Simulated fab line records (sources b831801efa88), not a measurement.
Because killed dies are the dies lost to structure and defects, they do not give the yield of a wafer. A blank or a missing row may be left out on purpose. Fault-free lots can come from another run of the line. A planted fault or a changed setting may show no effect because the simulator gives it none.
fab line records | flow sky130 | part 2 of 2: steps 29 to 38 of 38
record lots=5 | wafers=15 | lastDay=50
route steps=708 shown METAL2@496 VIA2@507 METAL3@532
lots that met no fault: taken from a fault-free run of the same line
startH: hours from the record's opening day to when the first of the lot's shown wafers began | waitH: hours from the lot's prior step to this one | " repeats the value in the row above | L1.1+2: a row that stands for several wafers | - no value, or no start given | * or withheld: withheld | < > ~ a bound
route shown NAME@n: names a module that has steps shown in the file, with the first one's number in the route | usual: mean/standard deviation taken from wafers without a fault | same: alike in all rows | chamber/n: place in a boat | sites: per-site readings | _std_site: standard deviation of those values | _edge_site: outer sites' mean less inner sites' | radiusMm: how far each site lies from the wafer's centre | mask NAME#n: copy n | behind: the tool/chamber that last shaped the wafer | hold: why the lot was held/for how many hours/how that ended | device: whichever transistor did not switch (one of n, p or np) | end of line: tests run on the same wafers once the route is complete | for a step that has no rows: nothing shown but its recipe | killed: dies that structure and defects cost at the first sort, which is not the same as the wafer's yield | map: a wafer's dies, marking killed ones x, the rest . and places with no die _
set.NAME: the run value of the setting; set.NAME@STEP: its run value at that earlier step | model.NAME: the simulator's own value behind a step, which no gauge read
a table for each step, a row for each wafer; lots at some steps of the route
services: when a tool's chamber went out of use (startH, in hours from the record's first day, below 0 if earlier), for how many hours, and the reason
## steps
# step SKY_VIA2_STRIP_17
# recipe chemistry=postEtchResidueRemover | timeS=1200 | tempC=72.5
lot.wafer  | tool        | chamber | startH  | waitH
L074.1+4+5 | wetBench-03 | 0       | 843.16  | 0.1
L075.2+4+5 | wetBench-03 | 3       | 855.35  | 0.1
L086.3+5+6 | wetBench-03 | 2       | 943.01  | 0.0
L092.1+4+6 | wetBench-03 | 2       | 995.00  | 0.1
L095.1+4+6 | wetBench-03 | 0       | 1002.46 | 0.1
# step SKY_VIA2_CLEAN_18
# recipe chemistry=IPA | timeS=180 | tempC=25
lot.wafer  | tool        | chamber | startH  | waitH
L074.1+4+5 | wetBench-03 | 2       | 843.50  | 0.0
L075.2+4+5 | wetBench-04 | 1       | 855.69  | 0.0
L086.3+5+6 | wetBench-04 | 1       | 943.35  | 0.0
L092.1+4+6 | wetBench-02 | 3       | 995.34  | 0.0
L095.1+4+6 | wetBench-03 | 3       | 1002.80 | 0.0
# step SKY_VIA2_CLEAN_19
# recipe chemistry=O3/DIW | dry=n2Spin
lot.wafer  | tool        | chamber | startH  | waitH
L074.1+4+5 | wetBench-03 | 0       | 843.56  | 0.0
L075.2+4+5 | wetBench-02 | 0       | 855.75  | 0.0
L086.3+5+6 | wetBench-02 | 3       | 943.48  | 0.0
L092.1+4+6 | wetBench-03 | 1       | 995.40  | 0.0
L095.1+4+6 | wetBench-03 | 1       | 1002.86 | 0.0
# step SKY_VIA2_SPUTTER_20
# recipe material=TiN | targetThkNm=20 | chamberPressurePa=5 | powerW=4000 | timeS=80
# usual throttleValvePct=30.1/1.3
lot.wafer | tool          | chamber | startH  | waitH | throttleValvePct
L074.1    | pvdSputter-04 | -       | 843.65  | 0.0   | 31.5
L074.4    | "             | -       | "       | "     | 32.5
L074.5    | "             | -       | "       | "     | 33.1
L075.2    | pvdSputter-04 | -       | 855.84  | 0.0   | 31.1
L075.4    | "             | -       | "       | "     | 31.0
L075.5    | "             | -       | "       | "     | 31.5
L086.3    | pvdSputter-02 | -       | 943.57  | 0.0   | 28.1
L086.5    | "             | -       | "       | "     | 28.2
L086.6    | "             | -       | "       | "     | 30.1
L092.1    | pvdSputter-03 | -       | 995.49  | 0.0   | 30.4
L092.4    | "             | -       | "       | "     | 30.5
L092.6    | "             | -       | "       | "     | 29.6
L095.1    | pvdSputter-04 | -       | 1002.95 | 0.0   | 32.8
L095.4    | "             | -       | "       | "     | 30.9
L095.6    | "             | -       | "       | "     | 31.1
# step SKY_VIA2_CVD_21
# recipe material=W | targetThkNm=420 | timeS=126.4 | tempC=400 | pressureTorr=40
# usual heaterPowerW=811/82
lot.wafer | tool    | chamber | startH  | waitH | heaterPowerW
L074.1    | cvdW-02 | 1       | 843.71  | 0.0   | 789
L074.4    | "       | 1       | "       | "     | 796
L074.5    | "       | 1       | "       | "     | 798
L075.2    | cvdW-02 | 0       | 855.90  | 0.0   | 708
L075.4    | "       | 0       | "       | "     | 694
L075.5    | "       | 1       | "       | "     | 776
L086.3    | cvdW-01 | 1       | 943.67  | 0.1   | 880
L086.5    | "       | 0       | "       | "     | 899
L086.6    | "       | 1       | "       | "     | 877
L092.1    | cvdW-01 | 1       | 995.55  | 0.0   | 843
L092.4    | "       | 0       | "       | "     | 917
L092.6    | "       | 0       | "       | "     | 944
L095.1    | cvdW-02 | 1       | 1003.01 | 0.0   | 805
L095.4    | "       | 1       | "       | "     | 800
L095.6    | "       | 0       | "       | "     | 720
# step SKY_VIA2_RS_MEAS_22
# recipe thkMeasGauge=four-point-probe | reads=W_of_VIA2_CVD_21+TiN_of_VIA2_SPUTTER_20
# usual VIA2_W_RS=0.273/0.0039
lot.wafer | tool         | chamber | startH  | waitH | VIA2_W_RS[ohm/sq]
L074.1    | filmMetro-01 | -       | 843.84  | 0.1   | 0.279
L074.4    | "            | -       | "       | "     | 0.279
L074.5    | "            | -       | "       | "     | 0.277
L075.2    | filmMetro-01 | -       | 856.05  | 0.1   | 0.275
L075.4    | "            | -       | "       | "     | 0.274
L075.5    | "            | -       | "       | "     | 0.277
L086.3    | filmMetro-01 | -       | 943.80  | 0.1   | 0.276
L086.5    | "            | -       | "       | "     | 0.267
L086.6    | "            | -       | "       | "     | 0.278
L092.1    | filmMetro-01 | -       | 995.68  | 0.1   | 0.274
L092.4    | "            | -       | "       | "     | 0.264
L092.6    | "            | -       | "       | "     | 0.267
L095.1    | filmMetro-04 | -       | 1003.14 | 0.1   | 0.275
L095.4    | "            | -       | "       | "     | 0.273
L095.6    | "            | -       | "       | "     | 0.271
# step SKY_VIA2_THK_MEAS_23
# recipe thkMeasGauge=xrf | reads=W_of_VIA2_CVD_21
# usual VIA2_W_THK=410/8.5
lot.wafer | tool         | chamber | startH  | waitH | VIA2_W_THK[nm]
L074.1    | filmMetro-01 | -       | 843.96  | 0.1   | 395
L074.4    | "            | -       | "       | "     | 394
L074.5    | "            | -       | "       | "     | 401
L075.2    | filmMetro-01 | -       | 856.16  | 0.1   | 401
L075.4    | "            | -       | "       | "     | 401
L075.5    | "            | -       | "       | "     | 399
L086.3    | filmMetro-01 | -       | 943.90  | 0.1   | 398
L086.5    | "            | -       | "       | "     | 412
L086.6    | "            | -       | "       | "     | 398
L092.1    | filmMetro-01 | -       | 995.80  | 0.1   | 404
L092.4    | "            | -       | "       | "     | 420
L092.6    | "            | -       | "       | "     | 415
L095.1    | filmMetro-04 | -       | 1003.26 | 0.1   | 414
L095.4    | "            | -       | "       | "     | 418
L095.6    | "            | -       | "       | "     | 423
# step SKY_VIA2_CMP_24
# recipe stopOn=SiO2 | tOverpolishS=20 | downForcePsi=3.5 | platenRpm=60 | targetThkNm=0 | padVelocityMS=0.94248
# usual motorCurrentA=11.2/0.9 | overpolishRunS=19.998/0.0085 | slurryFilterDpKPa=13.49/0.14 | slurryFlowMlMin=150.0/0.49 | timeToEndpointS=100/3.3
lot.wafer | tool   | chamber | startH  | waitH | motorCurrentA | overpolishRunS | slurryFilterDpKPa | slurryFlowMlMin | timeToEndpointS
L074.4    | cmp-02 | 3       | 844.02  | 0.0   | 10.3          | 19.999         | 13.48             | 148.6           | 92
L074.1    | "      | 0       | "       | "     | 12.3          | 20.011         | 13.42             | 150.1           | 98
L074.5    | "      | 0       | "       | "     | 12.4          | 20.006         | 13.50             | 150.0           | 99
L075.2    | cmp-02 | 2       | 856.26  | 0.1   | 9.9           | 19.994         | 13.32             | 149.8           | 100
L075.4    | "      | 0       | "       | "     | 12.1          | 20.003         | 13.91             | 150.1           | 101
L075.5    | "      | 1       | "       | "     | 11.4          | 20.013         | 13.64             | 150.3           | 100
L086.3    | cmp-02 | 3       | 943.99  | 0.1   | 10.5          | 19.998         | 13.36             | 149.7           | 95
L086.5    | "      | 3       | "       | "     | 10.7          | 19.981         | 13.64             | 149.9           | 104
L086.6    | "      | 0       | "       | "     | 12.8          | 20.002         | 13.69             | 151.1           | 97
L092.4    | cmp-01 | 1       | 995.91  | 0.1   | 10.7          | 19.990         | 13.88             | 150.2           | 108
L092.1    | "      | 3       | "       | "     | 10.2          | 19.988         | 13.31             | 149.9           | 101
L092.6    | "      | 0       | "       | "     | 10.7          | 19.993         | 13.48             | 149.6           | 104
L095.4    | cmp-02 | 1       | 1003.37 | 0.1   | 11.5          | 20.004         | 13.67             | 150.0           | 96
L095.1    | "      | 2       | "       | "     | 10.1          | 20.006         | 13.59             | 149.6           | 99
L095.6    | "      | 0       | "       | "     | 12.7          | 20.002         | 13.68             | 149.0           | 101
# step SKY_METAL3_SPUTTER_00
# recipe material=Ti | targetThkNm=15 | powerW=3000 | timeS=10 | chamberPressurePa=0.4
# usual throttleValvePct=29.8/0.97
lot.wafer | tool          | chamber | startH  | waitH | throttleValvePct
L074.1    | pvdSputter-03 | -       | 844.32  | 0.2   | 31.5
L074.4    | "             | -       | "       | "     | 29.3
L074.5    | "             | -       | "       | "     | 31.5
L075.2    | pvdSputter-01 | -       | 856.51  | 0.2   | 29.2
L075.4    | "             | -       | "       | "     | 29.5
L075.5    | "             | -       | "       | "     | 29.7
L086.3    | pvdSputter-03 | -       | 944.29  | 0.2   | 30.3
L086.5    | "             | -       | "       | "     | 29.2
L086.6    | "             | -       | "       | "     | 31.8
L092.1    | pvdSputter-03 | -       | 996.16  | 0.1   | 29.5
L092.4    | "             | -       | "       | "     | 30.7
L092.6    | "             | -       | "       | "     | 30.4
L095.1    | pvdSputter-03 | -       | 1003.62 | 0.1   | 30.4
L095.4    | "             | -       | "       | "     | 30.4
L095.6    | "             | -       | "       | "     | 31.3
# step SKY_METAL3_SPUTTER_01
# recipe material=TiN | targetThkNm=20 | powerW=6500 | timeS=16.7 | chamberPressurePa=0.4
# usual throttleValvePct=29.8/0.98
lot.wafer | tool          | chamber | startH  | waitH | throttleValvePct
L074.1    | pvdSputter-03 | -       | 844.34  | 0.0   | 31.5
L074.4    | "             | -       | "       | "     | 29.5
L074.5    | "             | -       | "       | "     | 31.8
L075.2    | pvdSputter-01 | -       | 856.53  | 0.0   | 29.1
L075.4    | "             | -       | "       | "     | 29.6
L075.5    | "             | -       | "       | "     | 29.8
L086.3    | pvdSputter-03 | -       | 944.31  | 0.0   | 30.4
L086.5    | "             | -       | "       | "     | 29.5
L086.6    | "             | -       | "       | "     | 31.4
L092.1    | pvdSputter-03 | -       | 996.18  | 0.0   | 29.7
L092.4    | "             | -       | "       | "     | 30.5
L092.6    | "             | -       | "       | "     | 30.4
L095.1    | pvdSputter-03 | -       | 1003.64 | 0.0   | 30.4
L095.4    | "             | -       | "       | "     | 30.3
L095.6    | "             | -       | "       | "     | 31.5
## services
tool           | chamber | startH | hours | kind
rieDiel-03     | 3       | 812.76 | 7.1   | repair
cmp-02         | -       | 817.57 | 0.8   | repair
pvdSputter-04  | -       | 819.28 | 1.4   | repair
plasmaAsher-03 | -       | 821.21 | 1.3   | repair
rieDiel-03     | -       | 823.39 | 0.6   | repair
rieDiel-04     | -       | 824.83 | 14.6  | pm
rieMetal-03    | -       | 828.85 | 0.7   | repair
wetBench-04    | -       | 834.30 | 1.9   | pm
cmp-02         | -       | 837.78 | 4.6   | pm
rieDiel-03     | 2       | 869.64 | 5.8   | repair
cmp-02         | -       | 874.69 | 11.1  | pm
rieMetal-03    | -       | 880.64 | 0.6   | repair
rieDiel-03     | 1       | 890.32 | 47.8  | repair
plasmaAsher-03 | -       | 897.97 | 4.3   | pm
cmp-02         | -       | 912.06 | 4.0   | pm
cmp-02         | -       | 914.04 | 1.4   | repair
rieDiel-04     | 0       | 914.05 | 2.3   | repair
pvdSputter-03  | -       | 931.22 | 1.7   | repair
cmp-02         | -       | 937.76 | 2.3   | repair
rieDiel-03     | -       | 938.95 | 2.8   | pm
pvdSputter-03  | -       | 942.46 | 1.6   | repair
hdpcvd-01      | -       | 950.25 | 15.0  | pm
rieDiel-03     | 1       | 965.04 | 5.9   | repair
rieMetal-03    | 0       | 994.42 | 15.9  | repair
